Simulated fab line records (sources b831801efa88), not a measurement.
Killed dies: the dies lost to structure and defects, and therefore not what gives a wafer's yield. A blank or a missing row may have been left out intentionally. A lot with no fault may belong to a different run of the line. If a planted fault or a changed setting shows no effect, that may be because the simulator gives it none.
Which tool was responsible?    flow gf180mcu    Sampling: 14 lots, 42 wafers, 5 of 602 route steps

== WHAT THE GAUGES SHOWED, per wafer ==
GF_VT_IMPLANT_TW_MEAS_32.
lot   measured      on             VT_IMPLANT_3_TW
L735  day 7 13:37   film-metro-04  270.8 270.6 270.6
L736  day 7 19:01   film-metro-04  272.5 271.3 269.0
L737  day 8 01:44   film-metro-01  270.9 268.4 271.5
L738  day 8 08:50   film-metro-04  274.6 271.8 271.9
L739  day 8 14:52   film-metro-02  268.5 270.8 271.2
L741  day 9 02:58   film-metro-02  270.6 271.8 271.8
L743  day 9 13:41   film-metro-01  268.7 270.5 270.1
L744  day 9 19:43   film-metro-02  269.4 271.3 271.1
L745  day 10 00:50  film-metro-01  269.7 268.9 268.4
L746  day 10 11:22  film-metro-02  270.3 269.8 267.2
L747  day 10 13:07  film-metro-01  247.1 245.7 247.4
L748  day 10 20:20  film-metro-01  270.4 269.3 269.2
L749  day 11 02:18  film-metro-01  247.3 246.4 244.7
L756  day 12 22:20  film-metro-04  272.0 270.8 272.0

GF_DUAL_GATE_THK_MEAS_03.
lot   measured      on             DUAL_GATE_OXIDATION_00_THK (nm)
L735  day 8 11:44   film-metro-02  10.63 10.73 10.72
L736  day 8 17:37   film-metro-02  10.90 10.89 10.79
L737  day 8 21:35   film-metro-03  10.87 10.93 10.88
L738  day 9 08:38   film-metro-04  10.77 10.64 10.82
L739  day 9 12:46   film-metro-02  10.74 10.61 10.62
L741  day 10 02:31  film-metro-03  10.79 10.84 10.86
L743  day 10 09:26  film-metro-02  10.74 10.92 10.72
L744  day 10 19:06  film-metro-03  10.82 10.60 10.75
L745  day 10 23:12  film-metro-04  10.82 10.95 10.80
L746  day 11 11:48  film-metro-04  10.98 10.79 10.96
L747  day 11 11:48  film-metro-03  10.93 10.79 10.69
L748  day 11 22:59  film-metro-02  10.93 10.83 10.89
L749  day 11 23:00  film-metro-03  11.01 10.98 10.96
L756  day 13 20:44  film-metro-04  11.34 11.44 11.35

GF_POLY_GATE_THK_MEAS_01.
lot   measured      on             POLY_GATE_CVD_00_THK (nm)
L735  day 9 13:20   film-metro-01  200.4 200.9 198.2
L736  day 9 13:20   film-metro-03  200.0 200.8 198.9
L737  day 9 23:30   film-metro-03  198.4 200.2 200.1
L738  day 10 09:19  film-metro-02  199.1 199.3 200.3
L739  day 10 09:19  film-metro-01  200.6 200.5 200.4
L741  day 11 04:52  film-metro-01  201.6 200.5 199.4
L743  day 11 10:17  film-metro-03  199.3 199.1 201.2
L744  day 11 21:21  film-metro-03  198.7 198.6 200.3
L745  day 11 21:22  film-metro-02  202.2 203.8 202.2
L746  day 12 12:41  film-metro-01  201.7 199.7 200.3
L747  day 12 12:41  film-metro-03  202.2 201.0 203.3
L748  day 13 03:47  film-metro-02  199.0 196.4 198.0
L749  day 13 03:48  film-metro-03  199.8 200.2 202.5
L756  day 14 20:03  film-metro-01  199.8 201.7 203.2

GF_HV_LDD_OVL_MEAS_47.
lot   measured      on          HV_LDD_03_OVL (nm)
L735  day 13 16:25  overlay-01  0.0 0.7 -1.2
L736  day 13 15:01  overlay-02  1.8 1.6 -0.1
L737  day 13 22:40  overlay-02  0.9 2.4 1.3
L738  day 14 10:24  overlay-01  0.5 1.9 1.1
L739  day 14 11:41  overlay-01  -2.1 0.2 -2.2
L741  day 15 17:12  overlay-02  -1.6 -2.7 0.2
L743  day 15 17:19  overlay-01  -0.7 0.3 -0.4
L744  day 16 07:10  overlay-01  -3.5 -1.9 -1.4
L745  day 16 07:50  overlay-01  1.6 0.0 1.1
L746  day 17 05:36  overlay-01  0.7 -1.7 -1.2
L747  day 17 05:55  overlay-02  -0.5 0.6 0.1
L748  day 17 18:44  overlay-02  -0.1 1.4 -1.6
L749  day 17 19:01  overlay-01  -1.6 -0.7 -0.1
L756  day 19 16:13  overlay-02  0.3 -1.2 -1.2

== WHICH TOOL RAN EACH LOT (tool, then ch and the chambers of the sampled wafers, then the start) ==
lot   GF_VT_IMPLANT_IMPLANT_30
L735  implanter-03 ch 0, day 7 13:22
L736  implanter-04 ch 0, day 7 18:46
L737  implanter-04 ch 0, day 8 01:31
L738  implanter-04 ch 0, day 8 08:35
L739  implanter-02 ch 0, day 8 14:37
L741  implanter-03 ch 0, day 9 02:43
L743  implanter-03 ch 0, day 9 13:26
L744  implanter-04 ch 0, day 9 19:25
L745  implanter-04 ch 0, day 10 00:35
L746  implanter-03 ch 0, day 10 11:07
L747  implanter-04 ch 0, day 10 12:52
L748  implanter-03 ch 0, day 10 20:07
L749  implanter-04 ch 0, day 11 02:05
L756  implanter-03 ch 0, day 12 22:06
- GF_VT_IMPLANT_IMPLANT_30

== WHAT THE TOOLS THEMSELVES READ (means of the sampled wafers that have a number; where no wafer has one, the mark that the record gives instead) ==
GF_VT_IMPLANT_IMPLANT_30.
lot   tool          beam-energy-keV  dose-ions-cm2  faraday-current-uA
L735  implanter-03  25.003           2.5379e+12     14.16
L736  implanter-04  25.000           2.5322e+12     14.46
L737  implanter-04  25.014           2.5375e+12     14.55
L738  implanter-04  25.004           2.5352e+12     14.33
L739  implanter-02  24.988           2.5361e+12     13.94
L741  implanter-03  24.994           2.5342e+12     14.15
L743  implanter-03  24.993           2.5324e+12     14.50
L744  implanter-04  24.993           2.5361e+12     14.25
L745  implanter-04  24.992           2.5327e+12     14.29
L746  implanter-03  25.008           2.5341e+12     14.16
L747  implanter-04  24.988           1.8454e+12     10.68
L748  implanter-03  24.987           2.5324e+12     14.40
L749  implanter-04  25.003           1.8394e+12     10.40
L756  implanter-03  24.996           2.5337e+12     14.12

== THE ANSWER, worked out from the rows above alone ==
Rule: the lots themselves supply what counts as usual. The widest of any qualifying gaps counts: lots, ordered by their means at a reading, are off when they make up no more than a third of the lots, leave a main group of 4 or more, and stand apart from it by 3 or more times the standard deviation of that group's means. Not used: any main group whose means are identical at the precision the tables above print for the reading. A lot without any number at a reading at which 4 lots or more have one is off too. Where the step has rows for the other lots, those lots are counted as sound. The gauges are gone through in route order, then the tools' own readings, and for those a lot's mean is taken as printed above. At the first step where some lot is off, the reading lying furthest off is the one used; lots without a number count as furthest.
Off: at GF_VT_IMPLANT_TW_MEAS_32 (VT_IMPLANT_3_TW), L747, L749. Mean 270.5 and standard deviation 1 in the main group.
If a tool, at a process step before that reading, ran all the lots that are off and no sound lot after the first of them, it fits. Not tried: the gauges at GF_VT_IMPLANT_TW_MEAS_32; whatever is off there is also off at GF_VT_IMPLANT_IMPLANT_30, on other tools, and gauge error can't account for it. One fits: implanter-04 at GF_VT_IMPLANT_IMPLANT_30. A fault onset in the window from L745 (day 10 00:35, its last sound lot) to L747 (day 10 12:52, its first lot off) fits.
The tool's own readings at GF_VT_IMPLANT_IMPLANT_30 bear it out: on the lots that are off they differ by more than 5 times the standard deviation of the sound lots' means. dose-ions-cm2 reads 1.8424e+12 there against 2.5345e+12 on the sound lots; faraday-current-uA reads 10.54 there against 14.28 on the sound lots.

== WHAT THE SIMULATOR PUT IN ==
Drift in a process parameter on implanter-04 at GF_VT_IMPLANT_IMPLANT_30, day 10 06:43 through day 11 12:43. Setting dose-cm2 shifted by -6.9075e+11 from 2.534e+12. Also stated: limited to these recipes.
Struck lots among those shown: L747, L749. Same finding as the rule above.
